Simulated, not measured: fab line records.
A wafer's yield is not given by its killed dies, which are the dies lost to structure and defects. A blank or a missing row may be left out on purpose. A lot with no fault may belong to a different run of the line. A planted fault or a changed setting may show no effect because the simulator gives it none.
2 desks, one fault | flow gf180mcu | what lay behind the numbers comes last; until then each desk has only its own

## FROM THE METROLOGY DESK
Means of the sampled wafers that have a number, per lot and without regard to the tool the lot ran on: this is what the gauges read. A lot is out of limits, marked OUT, if its mean lies more than 4 standard deviations from the usual mean; the brackets give that distance.
Columns: A = V5_BOW at GF_V5_BOW_MEAS_05, usual 130 um; B = V5_OVL at GF_V5_OVL_MEAS_15, usual -3 nm
lot  | first seen here | A   | B
L857 | day 26 20:25    | 139 | 1
L859 | day 27 09:52    | 136 | -3
L860 | day 27 21:05    | 129 | -3
L863 | day 28 12:50    | 140 | 1
L864 | day 28 23:13    | 118 | -4
L866 | day 29 15:17    | 147 | 25 (+5.4) OUT
L867 | day 30 03:20    | 124 | 17
L868 | day 30 04:14    | 122 | 19 (+4.2) OUT
L869 | day 30 11:10    | 128 | 28 (+5.9) OUT
L872 | day 31 08:22    | 131 | -1
L877 | day 32 11:47    | 121 | -1
L878 | day 32 13:22    | 124 | -6
This desk's finding: out of limits on L866, L868, L869; first on L866, day 30 10:25 (V5_OVL at GF_V5_OVL_MEAS_15). Within limits: L857, L859, L860, L863, L864, L867, L872, L877, L878.

## TOOL OWNER'S DESK, krf-scanner-01
The tool's own readings at GF_V5_EXPOSE_11 (exposes mask Via5, target cd 260 nm): means of the sampled wafers that have a number, for each lot that ran on this tool. A lot is out of limits, marked OUT, if its mean lies more than 4 standard deviations from the usual mean; the brackets give that distance.
Columns: A = exposure-dose-mJ-cm2 at GF_V5_EXPOSE_11, usual 37.94
lot  | first seen here | A
L857 | day 27 07:32    | 37.95
L860 | day 28 07:53    | 37.90
L863 | day 28 23:07    | 37.87
L864 | day 29 09:16    | 37.94
L866 | day 30 01:01    | 37.95
L867 | day 30 12:19    | 37.93
L868 | day 30 13:56    | 37.99
L869 | day 30 20:29    | 37.93
This desk found nothing out of limits on any of the 8 lots.

## ALL TOGETHER
On L866, L868, L869, the metrology desk was in a position to raise an alarm at day 30 10:25.
The desk of the tool owner found nothing out of limits.
The tool owner's desk has L866, L868, L869 on record, within its limits.
On krf-scanner-01, each named lot ran GF_V5_EXPOSE_11.

## WHAT THE SIMULATOR HAD INSERTED
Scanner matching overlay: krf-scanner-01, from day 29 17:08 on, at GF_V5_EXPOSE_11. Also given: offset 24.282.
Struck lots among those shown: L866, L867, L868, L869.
Time in hours between the start of the fault and the first out-of-limits reading at each desk: metrology desk, 17.
